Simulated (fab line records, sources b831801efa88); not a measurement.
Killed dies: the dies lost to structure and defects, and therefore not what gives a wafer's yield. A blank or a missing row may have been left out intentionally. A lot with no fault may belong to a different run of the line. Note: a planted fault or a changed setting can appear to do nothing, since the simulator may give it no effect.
Which tool did it?    flow gf180mcu    Sampling: 6 lots, 18 wafers, 3 of 602 route steps

## WHAT EACH GAUGE READ, for each wafer
GF_HV_LDD_TW_MEAS_50.
lot   measured      on            HV_LDD_4_TW
L700  day 13 07:58  filmMetro-04  571 573 571
L703  day 14 03:55  filmMetro-04  577 573 574
L706  day 15 07:32  filmMetro-02  574 573 567
L711  day 16 22:05  filmMetro-02  606 601 610 603 603 607
L713  day 17 10:50  filmMetro-04  582 577 579
L718  day 19 07:33  filmMetro-03  571 574 573

## WHAT TOOL EACH LOT RAN ON (gives the tool, then ch and the chambers of the sampled wafers, and finally the start)
lot   GF_POLY_GATE_ETCH_12               GF_HV_LDD_IMPLANT_48
L700  rieDiel-01 ch 1,2,3, day 9 23:00   implanter-01 ch 0, day 13 07:41
L703  rieDiel-01 ch 0,2,3, day 10 18:15  implanter-03 ch 0, day 14 03:40
L706  rieDiel-01 ch 1,2,3, day 11 17:23  implanter-03 ch 0, day 15 07:19
L711  rieDiel-01 ch 2,3, day 13 04:23    implanter-03 ch 0, day 16 21:50
L713  rieDiel-01 ch 1,2,3, day 13 17:31  implanter-01 ch 0, day 17 10:35
L718  rieDiel-04 ch 0,1,2, day 15 07:32  implanter-02 ch 0, day 19 07:19
- GF_POLY_GATE_ETCH_12: etches BARC in N2/H2.
- GF_HV_LDD_IMPLANT_48

## THE ANSWER, worked out from the rows above alone
Rule: what is usual is taken from the lots themselves. Put in order of their means at a reading, lots are off if they are a third of the lots or fewer, leave a main group of 4 or more, and stand apart from it by a gap of 3 or more times the standard deviation of the main group's means; of several such gaps the widest counts. A main group whose means are all the same, to the digits that the tables above print for the reading, isn't used. Also off: a lot with no number at a reading for which 4 or more lots have one. The other lots that the step has rows for count as sound.
Off: L711, at GF_HV_LDD_TW_MEAS_50 (HV_LDD_4_TW). The main group has a mean of 574 with a standard deviation of 2.9.
If a tool, at a process step before that reading, ran all the lots that are off and no sound lot after the first of them, it fits. Those tools and the gauges at GF_HV_LDD_TW_MEAS_50 are tried in the same way. Can't be told from this: 2 tools fit, implanter-03 at GF_HV_LDD_IMPLANT_48, filmMetro-02 at GF_HV_LDD_TW_MEAS_50.

## WHAT THE SIMULATOR HAD INSERTED
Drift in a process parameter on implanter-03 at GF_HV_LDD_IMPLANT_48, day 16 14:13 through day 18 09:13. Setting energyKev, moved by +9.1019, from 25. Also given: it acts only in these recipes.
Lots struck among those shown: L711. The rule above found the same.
